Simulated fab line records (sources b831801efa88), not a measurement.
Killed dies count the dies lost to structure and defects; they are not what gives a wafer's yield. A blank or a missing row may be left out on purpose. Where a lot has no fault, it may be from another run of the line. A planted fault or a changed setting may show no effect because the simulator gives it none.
fab line records    flow sky130    part 2 of 2: steps 44 to 44 of 44
[record] lots = 6  wafers = 18  last-day = 50
route steps=708 shown DNWELL@42 PWDE@45 NWELL@56 VIA2@521 PAD_OPEN@708
lots with no fault: from the same line, run without faults
start-h: the number of hours between the record's first day and the start of the first shown wafer of the lot    wait-h: hours from the lot's prior step to this one    " identical to the entry in the row above    L1.1+2: several wafers, shown together as one row    - no value present, or no start provided    * or withheld: withheld    < > ~ a bound
route shown NAME@n: a module of which the file shows steps, and the number in the route of the first    usual: mean/standard deviation taken from wafers without a fault    same: alike in all rows    chamber/n: place in a boat    sites: the reading at each site    _std_site: standard deviation across them    _edge_site: inner sites' mean taken away from outer sites' mean    radius-mm: for every site, how far away it sits from the centre of the wafer    mask NAME#n: copy n    behind: the last tool/chamber to shape the wafer    hold: why the lot went on hold/how many hours it stayed there/how the hold came to an end    device: which transistor (n, p or np) failed to switch    end of line: the route-end tests of the same wafers    for a step that has no rows: nothing shown but its recipe    killed: count of dies lost to structure and defects at first sort (not the wafer's yield)    map: dies across one wafer; x = killed, . = not, _ = none there
set.NAME: the setting that was run; set.NAME@STEP: the one run at that earlier step    model.NAME: the simulator's own value behind a step, which no gauge read
certain route steps with their lots: each step a table, each wafer a row
services: the hour from which a tool's chamber was out of use, counted from the record's first day as start-h (under 0 if before that day), plus the number of hours and why
[[steps]]
[step SKY_PAD_OPEN_PROBE_99]
[usual] killed_at_M0_to_M3 = 43/7  killed_at_M4_up = 3.0/1.9  killed-at-contacts = 24/4.6  killed-at-front-end = 15/4.1  killed-at-other = 0.3/0.52  killed-dies = 84/9.7  killed-open = 46/6.9  killed-short = 38/6.8
[same] gross-dies = 492  killed-at-back-side = 0
lot.wafer  tool       chamber  start-h  wait-h  killed_at_M0_to_M3  killed_at_M4_up  killed-at-contacts  killed-at-front-end  killed-at-other  killed-dies  killed-open  killed-short  model.etest.via2-chain.rc-ohm
L896.1     prober-01  -        1084.49  0.1     41                  4                27                  14                   0                86           45           41            10.04
L896.2     prober-01  -        1084.54  0.1     39                  2                13                  19                   1                74           39           34            9.415
L896.4     prober-01  -        1084.64  0.2     55                  1                26                  11                   0                93           55           37            9.481
L900.2     prober-01  -        1108.15  0.1     32                  2                27                  22                   0                83           46           36            9.726
L900.4     prober-01  -        1108.25  0.2     46                  2                24                  14                   0                86           51           35            10.41
L900.6     prober-01  -        1108.35  0.2     38                  7                21                  9                    0                75           41           33            9.667
L911.3     prober-01  -        1169.38  0.2     37                  3                20                  52                   1                113          44           36            8.729
L911.4     prober-01  -        1169.43  0.2     35                  2                27                  73                   0                137          41           32            9.836
L911.6     prober-01  -        1169.53  0.2     37                  1                22                  41                   0                101          43           28            8.848
L913.1     prober-01  -        1178.71  0.1     33                  2                21                  40                   0                96           34           31            9.845
L913.3     prober-01  -        1178.81  0.2     41                  5                25                  39                   0                110          41           36            9.778
L913.4     prober-01  -        1178.86  0.2     28                  2                23                  81                   1                135          44           24            9.497
L915.1     prober-01  -        1188.53  0.1     39                  2                30                  10                   0                81           35           46            10.02
L915.2     prober-01  -        1188.58  0.1     44                  5                17                  12                   1                79           47           31            9.751
L915.4     prober-01  -        1188.68  0.2     41                  1                17                  11                   1                71           38           33            9.629
L916.1     prober-02  -        1194.58  0.1     43                  3                22                  20                   0                88           44           44            10.53
L916.2     prober-02  -        1194.63  0.1     42                  0                27                  21                   0                90           46           44            10.68
L916.6     prober-02  -        1194.83  0.2     52                  1                25                  16                   1                95           43           52            10.49
// killed by level:class
L896.1 VIA1:geometric-particle:open=10 CONTACT:geometric-particle:open=9 LI_CONTACT:geometric-particle:open=6 LOCAL_INTERCONNECT:geometric-particle:short=5 VIA3:geometric-particle:short=5 VIA1:geometric-particle:short=5 VIA3:geometric-particle:open=5 POLY_GATE:geometric-particle:open=4
L896.2 VIA1:geometric-particle:open=9 VIA3:geometric-particle:open=7 FIELD_ISO:geometric-particle:short=6 VIA2:geometric-particle:open=6 METAL2:geometric-particle:short=5 CONTACT:geometric-particle:short=4 POLY_GATE:geometric-particle:open=3 FIELD_ISO:geometric-particle:open=3
L896.4 VIA1:geometric-particle:open=14 METAL1:geometric-particle:short=12 CONTACT:geometric-particle:open=9 LI_CONTACT:geometric-particle:open=8 CONTACT:geometric-particle:short=5 VIA1:geometric-particle:short=5 VIA2:geometric-particle:open=5 METAL1:geometric-particle:open=4
L900.2 VIA1:geometric-particle:open=12 CONTACT:geometric-particle:open=11 FIELD_ISO:geometric-particle:short=6 LI_CONTACT:geometric-particle:open=6 CONTACT:geometric-particle:short=5 METAL1:geometric-particle:short=5 FIELD_ISO:geometric-particle:open=4 VIA3:geometric-particle:short=4
L900.4 VIA2:geometric-particle:open=10 CONTACT:geometric-particle:open=8 VIA1:geometric-particle:open=8 VIA3:geometric-particle:open=7 VIA1:geometric-particle:short=6 POLY_GATE:geometric-particle:open=5 CONTACT:geometric-particle:short=5 FIELD_ISO:geometric-particle:open=4
L900.6 VIA1:geometric-particle:open=10 VIA3:geometric-particle:open=8 METAL4:geometric-particle:short=7 VIA2:geometric-particle:open=6 LI_CONTACT:geometric-particle:open=6 CONTACT:geometric-particle:open=6 METAL3:geometric-particle:short=5 LOCAL_INTERCONNECT:geometric-particle:short=4
L911.3 PWDE:unspecified=33 VIA1:geometric-particle:open=11 CONTACT:geometric-particle:open=7 FIELD_ISO:geometric-particle:short=6 LOCAL_INTERCONNECT:geometric-particle:short=5 METAL1:geometric-particle:open=5 VIA3:geometric-particle:open=5 FIELD_ISO:geometric-particle:open=4
L911.4 PWDE:unspecified=64 CONTACT:geometric-particle:open=12 VIA1:geometric-particle:open=7 VIA3:geometric-particle:open=7 CONTACT:geometric-particle:short=6 LOCAL_INTERCONNECT:geometric-particle:short=5 VIA2:geometric-particle:open=4 LI_CONTACT:geometric-particle:open=3
L911.6 PWDE:unspecified=29 CONTACT:geometric-particle:open=9 VIA1:geometric-particle:open=9 VIA3:geometric-particle:open=6 METAL1:geometric-particle:short=6 LI_CONTACT:geometric-particle:open=5 METAL2:geometric-particle:short=5 POLY_GATE:geometric-particle:short=4
L913.1 PWDE:unspecified=30 LI_CONTACT:geometric-particle:open=7 VIA3:geometric-particle:open=6 CONTACT:geometric-particle:open=5 METAL1:geometric-particle:short=5 CONTACT:geometric-particle:short=4 METAL2:geometric-particle:short=4 VIA2:geometric-particle:open=4
L913.3 PWDE:unspecified=31 CONTACT:geometric-particle:open=8 VIA2:geometric-particle:open=7 VIA3:geometric-particle:open=6 METAL3:geometric-particle:short=6 LI_CONTACT:geometric-particle:open=5 LOCAL_INTERCONNECT:geometric-particle:short=5 CONTACT:geometric-particle:short=5
L913.4 PWDE:unspecified=65 CONTACT:geometric-particle:open=9 VIA1:geometric-particle:open=8 LI_CONTACT:geometric-particle:open=6 METAL1:geometric-particle:short=6 VIA3:geometric-particle:open=6 FIELD_ISO:geometric-particle:open=5 VIA2:geometric-particle:open=5
L915.1 CONTACT:geometric-particle:open=9 LI_CONTACT:geometric-particle:short=8 METAL2:geometric-particle:short=8 METAL1:geometric-particle:short=7 LOCAL_INTERCONNECT:geometric-particle:short=7 LI_CONTACT:geometric-particle:open=6 VIA1:geometric-particle:open=6 VIA2:geometric-particle:open=5
L915.2 VIA2:geometric-particle:open=10 VIA1:geometric-particle:open=9 CONTACT:geometric-particle:open=8 VIA3:geometric-particle:open=6 FIELD_ISO:geometric-particle:short=4 VIA2:geometric-particle:short=4 METAL1:geometric-particle:short=4 FIELD_ISO:geometric-particle:open=3
L915.4 VIA1:geometric-particle:open=9 METAL2:geometric-particle:short=9 LI_CONTACT:geometric-particle:open=7 CONTACT:geometric-particle:short=5 VIA3:geometric-particle:open=5 FIELD_ISO:geometric-particle:open=4 METAL1:geometric-particle:short=4 VIA2:geometric-particle:open=4
L916.1 VIA1:geometric-particle:open=8 VIA2:geometric-particle:open=7 CONTACT:geometric-particle:open=7 LI_CONTACT:geometric-particle:open=6 CONTACT:geometric-particle:short=6 METAL3:geometric-particle:short=6 METAL1:geometric-particle:short=5 VIA2:geometric-particle:short=5
L916.2 CONTACT:geometric-particle:short=8 VIA3:geometric-particle:open=8 CONTACT:geometric-particle:open=7 VIA2:geometric-particle:open=7 FIELD_ISO:geometric-particle:short=6 LI_CONTACT:geometric-particle:open=6 LOCAL_INTERCONNECT:geometric-particle:short=6 METAL1:geometric-particle:short=6
L916.6 LI_CONTACT:geometric-particle:open=8 VIA2:geometric-particle:open=8 VIA3:geometric-particle:open=8 VIA1:geometric-particle:short=7 METAL1:geometric-particle:short=7 POLY_GATE:geometric-particle:short=6 CONTACT:geometric-particle:open=6 METAL2:geometric-particle:short=6
// map L911.4 (x killed, . not)
__________....xx...._________
________.xx..x.....x.._______
______.....x.....x..x..._____
_____......x...x.........____
____x...x....x.......x...x___
___.x.x...x..............x.__
__.......x..x...xx..xx....x._
_x..xx.x......xxxxxxx........
_...........x.xxxxxxxx..x....
_...x.........xxxxxxxxx..x...
_x.x.....x..x.xxxxxxxxxx.....
_x.x.....x...xxxxxxxxxxxxx..x
_.............xxxxxxxxx......
_x.......x...x..xxxx.xx.x....
_x.....x.........xxxxx.x.....
__....xx.......x..........xx_
___.x..x...x......x.x...x.x__
____.....xx...............___
_____...........x........____
______...............x.._____
________..x..x........_______
__________...x...x.._________
// map L913.4 (x killed, . not)
__________.........._________
________..x..........._______
______...x......x......._____
_____.x...........x......____
____.x..x...x...x.x.......___
___..x.....x..x....x.......__
__..............x..x...x.x.._
_.x.........x..xxxxx.x.......
_.........xx..xxxxxxxx.xx....
_..x.x.x.....xxxxxxxxxxxx....
_x.......x...xxxxxxxxxxx.xx..
_.....x.......xxxxxxxxxx.....
_.x..x.....xxxxxxxxxxx.x...xx
_............x..xxxxxx.......
_..x...........xxxx..x.......
__..x..x..........x..x..x..._
___....x....x.......x...x..__
____.......x.xx...........___
_____x.....xxxx..........____
______.........x..xx..x._____
________.x.......x...._______
__________.x..xx.x.._________
[[services]]
tool             chamber  start-h  hours  kind
plasma-asher-03  -        57.14    10.2   repair
rie-diel-01      2        60.52    3.3    repair
plasma-asher-01  -        70.85    14.4   pm
rie-diel-01      3        96.64    2.7    repair
plasma-asher-01  -        108.83   9.0    pm
rie-diel-01      -        117.37   14.6   pm
rie-diel-01      2        143.46   6.8    repair
plasma-asher-01  -        151.88   0.8    repair
rie-diel-01      -        197.42   4.3    pm
rie-diel-01      3        244.72   2.5    repair
rie-diel-01      0        251.38   1.4    repair
rie-diel-01      -        365.83   0.4    repair
rie-diel-01      2        400.52   62.9   repair
rie-diel-01      1        403.69   10.2   repair
rie-diel-01      1        422.86   21.2   repair
rie-diel-01      -        423.64   0.8    repair
rie-diel-01      3        543.71   7.1    repair
rie-diel-01      3        566.69   17.1   repair
rie-diel-01      -        717.20   2.8    pm
rie-diel-01      2        794.14   3.6    repair
rie-diel-01      -        843.52   0.6    repair
rie-diel-01      0        879.78   6.4    repair
rie-diel-01      1        891.64   2.4    repair
rie-diel-01      1        934.91   21.7   repair
[[key]]
[first-sign] step = SKY_PAD_OPEN_PROBE_99  reading = killed-at-front-end  direction = up  sigmas = 9.7  usual = 15  struck = 54
[effect] step = SKY_PAD_OPEN_PROBE_99  reading = killed-dies  direction = up  sigmas = 3.2  usual = 84  struck = 115
[model-effect] step = SKY_VIA2_ETCH_14  value = VIA2.cd-nm  without = 200.6  struck = 207.4
[model-effect] step = SKY_VIA2_ETCH_15  value = VIA2.cd-nm  without = 198.7  struck = 205.5
[model-effect] step = SKY_PAD_OPEN_PROBE_99  value = etest.via2-chain.rc-ohm  without = 10.04  struck = 9.422
met-at SKY_PWDE_STRIP_09
struck-wafers L911.3,L911.4,L911.6,L913.1,L913.3,L913.4
tester-left-out L911,L913
[loop-trim] step = SKY_VIA2_EXPOSE_09  setting = dose  lots = L911,L913
onset-between 78.90 162.73
also-fits SKY_NWELL_STRIP_25:plasma-asher-01
[fault] kind = chamber-particle-source  tool = plasma-asher-02  chamber = -  onset-h = 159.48  steps = SKY_PWDE_STRIP_09  rate-per-visit-cm2 = 1.2437  end-h = 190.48
// tester-left-out: of these lots the tester's yield and bins aren't shown, on N5 and GAA mostly nor the transistor test; their killed dies are dies lost to structure and defects alone, not to doping, threshold or leakage, so they don't give the yield
// loop-trim: a control loop set the setting to another value than it would have without faults
